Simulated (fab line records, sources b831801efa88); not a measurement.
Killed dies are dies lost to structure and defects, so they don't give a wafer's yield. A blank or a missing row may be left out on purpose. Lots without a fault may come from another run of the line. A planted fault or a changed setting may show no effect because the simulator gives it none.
fab line records | flow sky130 | part 1 of 2: steps 1 to 23 of 34
record lots=5 wafers=15 last_day=50
route steps=708 shown FIELD_ISO@1 NWELL@32
lots that met no fault: from a run of the same line without faults
start_h: hours from the record's first day to the start of the lot's first wafer shown | wait_h: hours since the lot's step before | " the same as in the row above | L1.1+2: a row that stands for several wafers | - no value, or no start given | * or withheld: withheld | < > ~ a bound
route shown NAME@n: a module of which the file shows steps, and the number in the route of the first | usual: mean/standard deviation of fault-free wafers | same: alike in all rows | chamber/n: place in a boat | sites: the reading at each site | _std_site: their standard deviation | _edge_site: outer sites' mean less inner sites' | radius_mm: how far each site lies from the wafer's centre | mask NAME#n: copy n | behind: the tool/chamber that last shaped the wafer | hold: why the lot was held/for how many hours/how that ended | device: the transistor (n, p or np) that didn't switch | end of line: the same wafers' tests at the end of the route | a step without rows: its recipe alone | killed: dies lost to structure and defects at the first sort, not the wafer's yield | map: a wafer's dies, x killed, . not, _ none there
set.NAME: the setting as run; set.NAME@STEP: as run at that earlier step | model.NAME: the simulator's own value behind a step, which no gauge read
lots at some steps of the route; a table a step, a row a wafer
services: from which hour (start_h, from the record's first day; less than 0 if before it) a tool's chamber was out of use, for how many hours, and why
## steps
# step SKY_FIELD_ISO_BOW_MEAS_00
# recipe mode=bow
# usual INCOMING_BOW=-1/6.7
# columns lot.wafer tool chamber start_h wait_h INCOMING_BOW[um]
L074.1 film_metro-02 - 10.00 - 5
L074.3 " - " " 0
L074.4 " - " " -13
L085.1 film_metro-04 - 65.00 - -8
L085.2 " - " " -21
L085.3 " - " " -8
L091.1 film_metro-02 - 95.00 - -19
L091.2 " - " " -5
L091.3 " - " " 2
L094.1 film_metro-02 - 110.00 - 10
L094.4 " - " " -5
L094.5 " - " " -9
L097.2 film_metro-01 - 125.02 - 2
L097.5 " - " " 4
L097.6 " - " " -7
# step SKY_FIELD_ISO_OXIDATION_01
# recipe temp_c=900 ambient=O2 stabilise_s=600 purge_s=300 target_thk_a=120 ox_time_s=1843
# usual ox_temp_c=900.0/0.42 spike_tc_bottom_C=919.9/2 spike_tc_top_C=908.8/2.4 zone_power_upper_pct=18.4/1.9
# columns lot.wafer tool chamber start_h wait_h ox_temp_c spike_tc_bottom_C spike_tc_top_C zone_power_upper_pct
L074.1 furnace-01 0 13.02 3.0 900.1 922.7 905.2 16.9
L074.3 " 0 " " 900.0 920.7 906.4 16.9
L074.4 " 0 " " 900.0 921.5 908.3 16.7
L085.1 furnace-01 0 65.52 0.5 899.8 921.8 905.7 16.7
L085.2 " 0 " " 899.9 920.6 906.6 16.9
L085.3 " 0 " " 900.4 922.4 907.4 16.7
L091.1 furnace-02 0 96.31 1.3 899.3 917.7 912.0 20.1
L091.2 " 0 " " 899.8 918.3 911.0 20.5
L091.3 " 0 " " 899.3 916.6 912.8 20.6
L094.1 furnace-01 0 110.90 0.9 900.2 920.3 905.8 16.6
L094.4 " 0 " " 899.7 920.8 904.4 16.7
L094.5 " 0 " " 900.1 921.8 905.8 16.7
L097.2 furnace-02 0 126.14 1.1 899.8 917.2 911.8 20.5
L097.5 " 0 " " 899.8 917.6 909.3 20.8
L097.6 " 0 " " 899.9 916.8 911.7 20.3
# step SKY_FIELD_ISO_THK_MEAS_02
# recipe reads=SiO2_of_FIELD_ISO_OXIDATION_01
# usual FIELD_ISO_OXIDATION_00_THK=11.99/0.25
# columns lot.wafer tool chamber start_h wait_h FIELD_ISO_OXIDATION_00_THK[nm]
L074.1 film_metro-01 - 14.53 0.0 11.74
L074.3 " - " " 11.82
L074.4 " - " " 11.65
L085.1 film_metro-04 - 67.04 0.0 12.36
L085.2 " - " " 12.25
L085.3 " - " " 12.34
L091.1 film_metro-04 - 97.82 0.0 12.43
L091.2 " - " " 12.32
L091.3 " - " " 12.38
L094.1 film_metro-02 - 112.50 0.1 12.05
L094.4 " - " " 12.14
L094.5 " - " " 11.93
L097.2 film_metro-04 - 127.67 0.0 12.18
L097.5 " - " " 12.13
L097.6 " - " " 11.95
# step SKY_FIELD_ISO_CVD_03
# recipe material=Si3N4 precursor=DCS/NH3 target_thk_nm=165 temp_c=770 time_s=2830 pressure_mtorr=250
# usual spike_tc_bottom_C=785.6/1.8 spike_tc_top_C=782.7/1.9 zone_power_upper_pct=13.1/0.77
# columns lot.wafer tool chamber start_h wait_h spike_tc_bottom_C spike_tc_top_C zone_power_upper_pct
L074.1 lpcvd-02 1 16.17 1.6 786.3 784.7 13.8
L074.3 " 1 " " 787.5 784.0 13.8
L074.4 " 1 " " 787.8 784.5 13.8
L085.1 lpcvd-02 0 67.10 0.1 783.8 781.3 12.2
L085.2 " 0 " " 783.9 780.5 12.3
L085.3 " 0 " " 782.1 779.2 12.2
L091.1 lpcvd-02 0 97.88 0.1 782.9 781.6 12.3
L091.2 " 0 " " 783.8 781.2 12.5
L091.3 " 0 " " 784.2 783.3 12.3
L094.1 lpcvd-02 0 112.92 0.4 783.5 781.9 12.2
L094.4 " 0 " " 783.3 780.4 12.2
L094.5 " 0 " " 783.4 779.4 12.4
L097.2 lpcvd-02 1 129.60 1.9 786.8 784.8 13.9
L097.5 " 1 " " 787.5 785.0 13.8
L097.6 " 1 " " 788.5 783.5 14.1
# step SKY_FIELD_ISO_THK_MEAS_04
# recipe reads=Si3N4_of_FIELD_ISO_CVD_03
# usual FIELD_ISO_CVD_03_THK=164.8/1.8
# columns lot.wafer tool chamber start_h wait_h FIELD_ISO_CVD_03_THK[nm]
L074.1 film_metro-01 - 18.85 0.0 165.4
L074.3 " - " " 165.6
L074.4 " - " " 164.1
L085.1 film_metro-01 - 68.88 0.0 168.6
L085.2 " - " " 167.8
L085.3 " - " " 166.9
L091.1 film_metro-01 - 99.66 0.0 165.8
L091.2 " - " " 165.7
L091.3 " - " " 166.8
L094.1 film_metro-02 - 114.71 0.0 162.5
L094.4 " - " " 162.6
L094.5 " - " " 162.5
L097.2 film_metro-02 - 131.40 0.0 169.4
L097.5 " - " " 168.9
L097.6 " - " " 168.8
# step SKY_FIELD_ISO_DEHYDRATE_05
# recipe temp_c=200 time_s=60
# usual chill_plate_temp_C=23.02/0.13
# columns lot.wafer tool chamber start_h wait_h chill_plate_temp_C
L074.1 litho_track-03 0 25.00 6.1 23.11
L074.3 " 0 " " 22.89
L074.4 " 0 " " 23.03
L085.1 litho_track-02 0 76.42 7.5 22.93
L085.2 " 0 " " 22.98
L085.3 " 0 " " 23.05
L091.1 litho_track-03 0 107.80 8.1 22.96
L091.2 " 0 " " 23.05
L091.3 " 0 " " 22.99
L094.1 litho_track-04 0 123.56 8.8 23.11
L094.4 " 0 " " 23.17
L094.5 " 0 " " 23.30
L097.2 litho_track-02 0 140.49 9.1 23.06
L097.5 " 0 " " 23.03
L097.6 " 0 " " 22.85
# step SKY_FIELD_ISO_HMDS_06
# recipe prime_time_s=60 prime_temp_c=120
# usual chill_plate_temp_C=23.03/0.1
# columns lot.wafer tool chamber start_h wait_h chill_plate_temp_C
L074.1 litho_track-03 0 25.15 0.1 22.91
L074.3 " 0 " " 22.91
L074.4 " 0 " " 23.15
L085.1 litho_track-02 0 76.57 0.1 22.97
L085.2 " 0 " " 23.11
L085.3 " 0 " " 22.95
L091.1 litho_track-03 0 107.95 0.1 23.07
L091.2 " 0 " " 23.23
L091.3 " 0 " " 23.07
L094.1 litho_track-04 0 123.71 0.1 22.90
L094.4 " 0 " " 22.94
L094.5 " 0 " " 22.93
L097.2 litho_track-02 0 140.64 0.1 22.88
L097.5 " 0 " " 23.08
L097.6 " 0 " " 22.88
# step SKY_FIELD_ISO_COAT_07
# recipe resist=BARC temp_c=withheld time_s=withheld spin_rpm=3021 resist_thk_nm=60
# usual chill_plate_temp_C=* dispense_pressure_kPa=52.2/1.2
# columns lot.wafer tool chamber start_h wait_h chill_plate_temp_C dispense_pressure_kPa
L074.1 litho_track-03 0 25.30 0.1 * 53.4
L074.3 " 0 " " * 53.3
L074.4 " 0 " " * 53.4
L085.1 litho_track-02 0 76.72 0.1 * 50.9
L085.2 " 0 " " * 50.9
L085.3 " 0 " " * 51.0
L091.1 litho_track-03 0 108.10 0.1 * 53.4
L091.2 " 0 " " * 53.4
L091.3 " 0 " " * 53.4
L094.1 litho_track-04 0 123.86 0.1 * 51.1
L094.4 " 0 " " * 51.0
L094.5 " 0 " " * 51.1
L097.2 litho_track-02 0 140.79 0.1 * 50.9
L097.5 " 0 " " * 50.9
L097.6 " 0 " " * 50.9
# step SKY_FIELD_ISO_COAT_08
# recipe resist=KrF-thick spin_rpm=3000 resist_thk_nm=450
# usual chill_plate_temp_C=23.00/0.1 dispense_pressure_kPa=52.2/1.2
# columns lot.wafer tool chamber start_h wait_h chill_plate_temp_C dispense_pressure_kPa
L074.1 litho_track-03 0 - - 22.95 53.4
L074.3 " 0 " " 23.01 53.3
L074.4 " 0 " " 22.91 53.4
L085.1 litho_track-02 0 - - 22.91 50.9
L085.2 " 0 " " 23.03 50.9
L085.3 " 0 " " 22.89 50.9
L091.1 litho_track-03 0 - - 22.94 53.4
L091.2 " 0 " " 22.85 53.4
L091.3 " 0 " " 22.82 53.4
L094.1 litho_track-04 0 - - 23.20 51.0
L094.4 " 0 " " 22.99 51.0
L094.5 " 0 " " 23.04 51.0
L097.2 litho_track-02 0 - - 22.98 50.9
L097.5 " 0 " " 22.94 50.9
L097.6 " 0 " " 22.95 50.9
# step SKY_FIELD_ISO_SOFTBAKE_09
# recipe temp_c=100 time_s=90 resist=KrF-thick
# usual chill_plate_temp_C=23.00/0.1
# columns lot.wafer tool chamber start_h wait_h chill_plate_temp_C
L074.1 litho_track-03 0 - - 22.89
L074.3 " 0 " " 23.14
L074.4 " 0 " " 23.05
L085.1 litho_track-02 0 - - 23.03
L085.2 " 0 " " 23.05
L085.3 " 0 " " 23.16
L091.1 litho_track-03 0 - - 23.02
L091.2 " 0 " " 23.08
L091.3 " 0 " " 22.94
L094.1 litho_track-04 0 - - 22.98
L094.4 " 0 " " 23.03
L094.5 " 0 " " 22.85
L097.2 litho_track-02 0 - - 23.10
L097.5 " 0 " " 23.25
L097.6 " 0 " " 22.95
# step SKY_FIELD_ISO_EXPOSE_10
# recipe mask_id=FOM na=0.68 source_shape=annular sigma_inner=0.4 sigma_outer=0.8 target_cd_nm=150 dose_mj=28
# same sigma_outer=0.8
# columns lot.wafer tool chamber start_h wait_h mask
L074.1+3+4 krf_scanner-02 0 - - FOM#0
L085.1+2+3 krf_scanner-02 0 - - FOM#0
L091.1+2+3 krf_scanner-01 0 - - FOM#0
L094.1+4+5 krf_scanner-01 0 - - FOM#0
L097.2+5+6 krf_scanner-01 0 - - FOM#0
# step SKY_FIELD_ISO_PEB_11
# recipe peb_temp_c=withheld peb_time_s=withheld resist=KrF-thick
# usual chill_plate_temp_C=*
# columns lot.wafer tool chamber start_h wait_h chill_plate_temp_C
L074.1 litho_track-02 0 - - *
L074.3 " 0 " " *
L074.4 " 0 " " *
L085.1 litho_track-02 0 - - *
L085.2 " 0 " " *
L085.3 " 0 " " *
L091.1 litho_track-02 0 - - *
L091.2 " 0 " " *
L091.3 " 0 " " *
L094.1 litho_track-02 0 - - *
L094.4 " 0 " " *
L094.5 " 0 " " *
L097.2 litho_track-04 0 - - *
L097.5 " 0 " " *
L097.6 " 0 " " *
# step SKY_FIELD_ISO_DEVELOP_12
# recipe develop_time_s=60 resist=KrF-thick dev_temp_c=21
# usual chill_plate_temp_C=22.99/0.093
# columns lot.wafer tool chamber start_h wait_h chill_plate_temp_C
L074.1 litho_track-02 0 - - 23.08
L074.3 " 0 " " 23.08
L074.4 " 0 " " 23.00
L085.1 litho_track-02 0 - - 22.81
L085.2 " 0 " " 22.89
L085.3 " 0 " " 22.75
L091.1 litho_track-02 0 - - 22.89
L091.2 " 0 " " 23.02
L091.3 " 0 " " 23.09
L094.1 litho_track-02 0 - - 23.01
L094.4 " 0 " " 23.15
L094.5 " 0 " " 23.08
L097.2 litho_track-04 0 - - 23.03
L097.5 " 0 " " 23.03
L097.6 " 0 " " 23.10
# step SKY_FIELD_ISO_CD_MEAS_13
# recipe target_cd_nm=150
# usual cd_nm=149.8/1.6
# columns lot.wafer tool chamber start_h wait_h cd_nm
L074.1 cd_sem-02 - 32.77 - 148.2
L074.3 " - " " 149.9
L074.4 " - " " 150.3
L085.1 cd_sem-01 - 85.57 - 151.0
L085.2 " - " " 151.4
L085.3 " - " " 149.7
L091.1 cd_sem-01 - 118.07 - 150.6
L091.2 " - " " 151.2
L091.3 " - " " 151.5
L094.1 cd_sem-02 - 133.57 - 153.8
L094.4 " - " " 153.6
L094.5 " - " " 153.9
L097.2 cd_sem-02 - 150.98 - 149.2
L097.5 " - " " 149.0
L097.6 " - " " 151.3
# step SKY_FIELD_ISO_ETCH_14
# recipe chemistry=N2/H2 target=BARC ion_energy_ev=200 source_w=500 bias_w=100 pressure_mtorr=30 n2_flow_sccm=100 h2_flow_sccm=200 stop_on=SiO2 time_s=45.9 target_depth_a=600
# usual drypump_motor_current_A=5.9/0.46 oes_product_au=0.852/0.0048 throttle_valve_pct=13.225/0.0092
# columns lot.wafer tool chamber start_h wait_h drypump_motor_current_A oes_product_au rf_hours_counter_h throttle_valve_pct
L074.1 rie_diel-03 1 32.89 0.1 5.0 0.861 133 13.216
L074.3 " 2 " " 6.3 0.859 166 13.215
L074.4 " 3 " " 6.4 0.844 162 13.218
L085.1 rie_diel-04 2 85.69 0.1 5.8 0.850 16 13.217
L085.2 " 0 " " 5.1 0.850 3 13.237
L085.3 " 3 " " 6.5 0.855 121 13.219
L091.1 rie_diel-01 1 118.19 0.1 5.5 0.845 144 13.239
L091.2 " 0 " " 5.7 0.853 125 13.233
L091.3 " 3 " " 6.1 0.852 19 13.231
L094.1 rie_diel-03 2 133.69 0.1 6.3 0.853 1 13.224
L094.4 " 1 " " 5.1 0.851 - 13.223
L094.5 " 0 " " 6.4 0.856 - 13.220
L097.2 rie_diel-01 3 151.08 0.1 6.1 0.844 19 13.226
L097.5 " 0 " " 5.7 0.849 - 13.223
L097.6 " 1 " " 5.4 0.845 - 13.217
# step SKY_FIELD_ISO_ETCH_15
# recipe chemistry=CHF3/O2 target_depth_nm=180 stop_on=Si source_w=600 bias_w=200 pressure_mtorr=40 chf3_flow_sccm=50 O2_flow_sccm=5 time_s=72
# usual drypump_motor_current_A=5.8/0.45 oes_product_au=0.946/0.0073 throttle_valve_pct=8.843/0.0089
# columns lot.wafer tool chamber start_h wait_h drypump_motor_current_A oes_product_au rf_hours_counter_h throttle_valve_pct
L074.1 rie_diel-03 1 32.93 0.0 5.0 0.944 133 8.828
L074.3 " 2 " " 6.2 0.950 167 8.849
L074.4 " 3 " " 6.4 0.950 162 8.836
L085.1 rie_diel-04 2 85.73 0.0 5.8 0.957 16 8.863
L085.2 " 0 " " 5.1 0.959 4 8.851
L085.3 " 3 " " 6.4 0.953 121 8.851
L091.1 rie_diel-01 1 118.23 0.0 5.4 0.953 144 8.848
L091.2 " 0 " " 5.7 0.944 125 8.835
L091.3 " 3 " " 6.0 0.942 19 8.836
L094.1 rie_diel-03 2 133.73 0.0 6.2 0.929 1 8.854
L094.4 " 1 " " 5.0 0.942 - 8.835
L094.5 " 0 " " 6.4 0.939 - 8.840
L097.2 rie_diel-01 3 151.12 0.0 6.1 0.959 19 8.860
L097.5 " 0 " " 5.7 0.961 - 8.858
L097.6 " 1 " " 5.5 0.952 - 8.842
# step SKY_FIELD_ISO_STRIP_16
# recipe chemistry=O2/N2 power_w=1400 pressure_mtorr=1500 platen_temp_c=withheld o2_flow_sccm=3000 n2_flow_sccm=300 overash_fraction=0.5
# usual drypump_motor_current_A=5.5/0.34 o2_flow_sccm=3000/8.9 oes_product_au=0.377/0.0046 strip_time_to_endpoint_s=3.539/0.025
# columns lot.wafer tool chamber start_h wait_h drypump_motor_current_A o2_flow_sccm oes_product_au rf_hours_counter_h strip_time_to_endpoint_s
L074.1 plasma_asher-04 1 32.99 0.0 5.6 3000 0.379 37 3.560
L074.3 " 0 " " 5.7 2998 0.368 - 3.555
L074.4 " 1 " " 5.6 3006 0.374 - 3.540
L085.1 plasma_asher-04 0 85.79 0.0 5.7 3011 0.376 42 3.553
L085.2 " 1 " " 5.6 2995 0.376 42 3.544
L085.3 " 0 " " 5.7 3012 0.381 - 3.546
L091.1 plasma_asher-02 0 118.29 0.0 5.7 2999 0.382 44 3.506
L091.2 " 1 " " 6.1 2998 0.375 44 3.500
L091.3 " 1 " " 6.1 3012 0.381 - 3.534
L094.1 plasma_asher-02 0 133.79 0.0 5.6 2989 0.382 46 3.570
L094.4 " 0 " " 5.6 2983 0.378 - 3.531
L094.5 " 0 " " 5.6 2996 0.383 - 3.539
L097.2 plasma_asher-04 1 151.18 0.0 5.6 2992 0.372 49 3.561
L097.5 " 0 " " 5.7 2998 0.374 - 3.499
L097.6 " 1 " " 5.6 2991 0.380 - 3.529
# step SKY_FIELD_ISO_ETCH_17
# recipe target_depth_a=3420 mask_material=Si3N4 chemistry=HBr/Cl2/O2 target=Si taper_deg=5 icp_w=600 bias_w=150 pressure_mtorr=15 HBr_flow_sccm=150 Cl2_flow_sccm=40 O2_flow_sccm=6 time_s=97.7
# usual drypump_motor_current_A=5.5/0.51 oes_product_au=1.003/0.0083 throttle_valve_pct=25.654/0.011
# columns lot.wafer tool chamber start_h wait_h drypump_motor_current_A oes_product_au rf_hours_counter_h throttle_valve_pct
L074.1 rie_si-01 1 33.09 0.1 5.9 0.999 21 25.673
L074.3 " 2 " " 5.0 1.000 88 25.676
L074.4 " 3 " " 5.6 1.007 22 25.663
L085.1 rie_si-02 0 85.89 0.1 6.2 1.002 119 25.650
L085.2 " 2 " " 4.9 1.002 22 25.657
L085.3 " 1 " " 6.4 0.987 45 25.658
L091.1 rie_si-01 0 118.39 0.1 5.2 1.016 95 25.662
L091.2 " 1 " " 5.9 1.008 22 25.656
L091.3 " 2 " " 4.9 0.996 88 25.663
L094.1 rie_si-02 1 133.89 0.1 6.4 0.992 46 25.668
L094.4 " 1 " " 6.4 1.000 - 25.646
L094.5 " 3 " " 5.4 1.004 - 25.662
L097.2 rie_si-01 3 151.28 0.1 5.6 1.009 23 25.657
L097.5 " 3 " " 5.6 1.005 - 25.636
L097.6 " 2 " " 4.9 1.002 - 25.640
# step SKY_FIELD_ISO_WET_ETCH_18
# recipe chemistry=H3PO4 target_depth_nm=25 temp_c=160 target=Si3N4 time_s=286
# columns lot.wafer tool chamber start_h wait_h
L074.1+3+4 wet_bench-04 2 33.16 0.0
L085.1+2+3 wet_bench-02 2 85.96 0.0
L091.1+2+3 wet_bench-02 3 118.46 0.0
L094.1+4+5 wet_bench-04 2 133.96 0.0
L097.2+5+6 wet_bench-02 3 151.35 0.0
# step SKY_FIELD_ISO_CLEAN_19
# recipe chemistry=SC1/SC2 mix=1:4:20 temp_c=70 time_s=150
# columns lot.wafer tool chamber start_h wait_h
L074.1+3+4 wet_bench-02 1 33.25 0.0
L085.1+2+3 wet_bench-01 1 86.05 0.0
L091.1+2+3 wet_bench-04 1 118.55 0.0
L094.1+4+5 wet_bench-02 3 134.05 0.0
L097.2+5+6 wet_bench-04 2 151.45 0.0
# step SKY_FIELD_ISO_CLEAN_20
# recipe chemistry=dHF time_s=20 dilution=100:1
# columns lot.wafer tool chamber start_h wait_h
L074.1+3+4 wet_bench-04 3 33.30 0.0
L085.1+2+3 wet_bench-04 1 86.10 0.0
L091.1+2+3 wet_bench-01 0 118.60 0.0
L094.1+4+5 wet_bench-01 1 134.10 0.0
L097.2+5+6 wet_bench-01 0 151.50 0.0
# step SKY_FIELD_ISO_WET_ETCH_21
# recipe chemistry=dHF dilution=100:1 target_depth_nm=20 dry=ipa_marangoni target=SiO2 temp_c=25 time_s=400
# columns lot.wafer tool chamber start_h wait_h
L074.1+3+4 wet_bench-02 1 33.32 0.0
L085.1+2+3 wet_bench-02 2 86.11 0.0
L091.1+2+3 wet_bench-02 0 118.61 0.0
L094.1+4+5 wet_bench-04 0 134.11 0.0
L097.2+5+6 wet_bench-02 2 151.51 0.0
# step SKY_FIELD_ISO_OXIDATION_22
# recipe temp_c=950 ambient=O2 stabilise_s=600 purge_s=300 target_thk_a=100 ox_time_s=623
# usual ox_temp_c=950.0/0.45 spike_tc_bottom_C=969.2/1.9 spike_tc_top_C=959.0/2.2 zone_power_upper_pct=21.5/2.1
# columns lot.wafer tool chamber start_h wait_h ox_temp_c spike_tc_bottom_C spike_tc_top_C zone_power_upper_pct
L074.1 furnace-02 0 33.44 0.0 949.8 967.8 960.8 23.1
L074.3 " 0 " " 949.9 968.2 960.1 23.5
L074.4 " 0 " " 950.0 966.2 960.2 23.0
L085.1 furnace-02 0 87.95 1.7 949.2 969.7 959.6 23.4
L085.2 " 0 " " 949.4 968.5 960.6 23.4
L085.3 " 0 " " 949.7 968.4 960.3 23.6
L091.1 furnace-02 0 118.73 0.0 950.3 969.3 959.0 22.8
L091.2 " 0 " " 950.8 969.1 961.1 22.7
L091.3 " 0 " " 950.4 967.8 960.0 23.0
L094.1 furnace-01 0 134.23 0.0 950.6 971.2 955.7 18.8
L094.4 " 0 " " 950.0 971.6 955.5 18.8
L094.5 " 0 " " 949.7 971.4 957.4 18.9
L097.2 furnace-01 0 152.71 1.1 950.2 969.7 954.2 19.0
L097.5 " 0 " " 949.5 969.2 956.3 18.7
L097.6 " 0 " " 950.3 971.7 956.6 18.5
